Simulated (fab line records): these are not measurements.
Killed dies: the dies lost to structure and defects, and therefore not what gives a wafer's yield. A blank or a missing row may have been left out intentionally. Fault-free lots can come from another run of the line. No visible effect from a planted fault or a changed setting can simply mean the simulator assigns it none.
Struck lot and sound lot, side by side || flow sky130 || 18 steps out of a route of 708
Sound: these wafers, L385.1, L385.3, L385.6. Wafers struck: L392.1, L392.2, L392.5. The cause is named last.
For every step that has rows: the tool of each side, followed by ch and its chambers, followed by its first start. Under that, the readings that differ: sound wafers || struck wafers || difference of the means || sigmas: that difference in standard deviations of wafers without a fault.
alike: same words and numbers on both sides, and readings whose means sit less than 2 such deviations apart. not compared: any withheld reading, any reading some wafer has no value for, any bound like >300 that may hide the same value, and any number with overlapping values for which the record gives no deviation.
Wherever a step has rows on one side only, a row that says differs or no value, or a row with sigmas, the two part there. Non-overlapping numbers with no deviation appear without sigmas and do not part them. Lack of a reading on every wafer of one side parts them only where that side has two or more wafers.

first, 2 steps without rows for these wafers: SKY_CONTACT_PEB_12; SKY_CONTACT_DEVELOP_13 (develop time 60 s).
SKY_CONTACT_CD_MEAS_14: the cd target is 170 nm.
  sound: cd-sem-02 at day 33 09:58; struck: cd-sem-02 at day 34 12:41
  alike: cd-nm
SKY_CONTACT_OVL_MEAS_15:
  sound: overlay-02 at day 33 10:05; struck: overlay-02 at day 34 12:48
  alike: CONTACT_OVL
SKY_CONTACT_ETCH_16: etches BARC in N2/H2, stops on SiO2, time 45.9 s, target depth 60 nm.
  sound on rie-diel-02 ch 0,1,2, day 33 10:07; struck on rie-diel-02 ch 1,2,3, day 34 12:50
  alike: drypump-motor-current-A, oes-product-au, rf-fwd-power-W, throttle-valve-pct
  not compared: rf-hours-counter-h
SKY_CONTACT_ETCH_17: etches SiO2 in C4F8/O2/Ar, stops on Si3N4, target depth 340 nm.
  sound on rie-diel-02 ch 0,1,2, day 33 10:10; struck on rie-diel-02 ch 1,2,3, day 34 12:53
  alike: oes-product-au, rf-fwd-power-W
then, 1 step without rows for these wafers: SKY_CONTACT_ETCH_18 (etches Si3N4 in CHF3/O2, stops on TiN, time 39 s, target depth 75 nm).
SKY_CONTACT_STRIP_19: strips in O2/N2.
  sound on plasma-asher-02 ch 0,1, day 33 10:15; struck on plasma-asher-04 ch 0,1, day 34 12:58
  alike: drypump-motor-current-A, oes-product-au, strip-time-to-endpoint-s
  not compared: rf-hours-counter-h
then, 3 steps without rows for these wafers: SKY_CONTACT_STRIP_20 (strips in post etch residue remover, time 1200 s); SKY_CONTACT_CLEAN_21 (cleans in IPA, time 180 s); SKY_CONTACT_CLEAN_22 (cleans in O3/DIW).
SKY_CONTACT_SPUTTER_23: material TiN, target thk 20 nm, time 80 s.
  sound: pvd-sputter-02 at day 33 10:50; struck: pvd-sputter-04 at day 34 13:34
  alike: throttle-valve-pct
SKY_CONTACT_CVD_24: deposits W, target thk 340 nm, time 102.12 s.
  sound on cvd-w-01 ch 0,1, day 33 10:55; struck on cvd-w-02 ch 0,1, day 34 13:37
{"reading": "model.W_of_CONTACT_CVD_24.thk-nm (nm)", "sound": "336.8 351.6 348.8", "struck": "179.2 172.6 174.5", "difference": -170.3, "sigmas": ""}
  alike: heater-power-w
SKY_CONTACT_RS_MEAS_25: measures by four-point-probe.
  sound: film-metro-02 at day 33 11:01; struck: film-metro-04 at day 34 13:44
{"reading": "CONTACT_W_RS (ohm/sq)", "sound": "0.340 0.326 0.329", "struck": "0.646 0.673 0.666", "difference": "+0.330", "sigmas": "+61"}
SKY_CONTACT_THK_MEAS_26: measures by xrf.
  sound: film-metro-02 at day 33 11:08; struck: film-metro-04 at day 34 13:51
{"reading": "CONTACT_W_THK (nm)", "sound": "337 353 348", "struck": "178 172 175", "difference": -171, "sigmas": -27}
SKY_CONTACT_CMP_27: polishes, stops on SiO2, t overpolish 15 s, target thk 0 nm.
  sound on cmp-01 ch 0,1,2, day 33 11:15; struck on cmp-02 ch 0,1,2, day 34 14:01
{"reading": "time-to-endpoint-s (s)", "sound": "77.6 86.3 83.7", "struck": "46.6 43.0 45.7", "difference": -37.4, "sigmas": -14}
  alike: motor-current-A, platen-rpm
SKY_METAL1_SPUTTER_00: material Ti, target thk 15 nm, time 10 s.
  sound: pvd-sputter-02 at day 33 11:30; struck: pvd-sputter-01 at day 34 14:13
  alike: throttle-valve-pct
then, 1 step without rows for these wafers: SKY_PAD_OPEN_PROBE_99.

== WHERE THEY PART ==
First at SKY_CONTACT_RS_MEAS_25; last, within this record, at SKY_CONTACT_CMP_27. Later steps at which nothing parts them and some readings are alike: SKY_METAL1_SPUTTER_00.

WHY: what the simulator had put in
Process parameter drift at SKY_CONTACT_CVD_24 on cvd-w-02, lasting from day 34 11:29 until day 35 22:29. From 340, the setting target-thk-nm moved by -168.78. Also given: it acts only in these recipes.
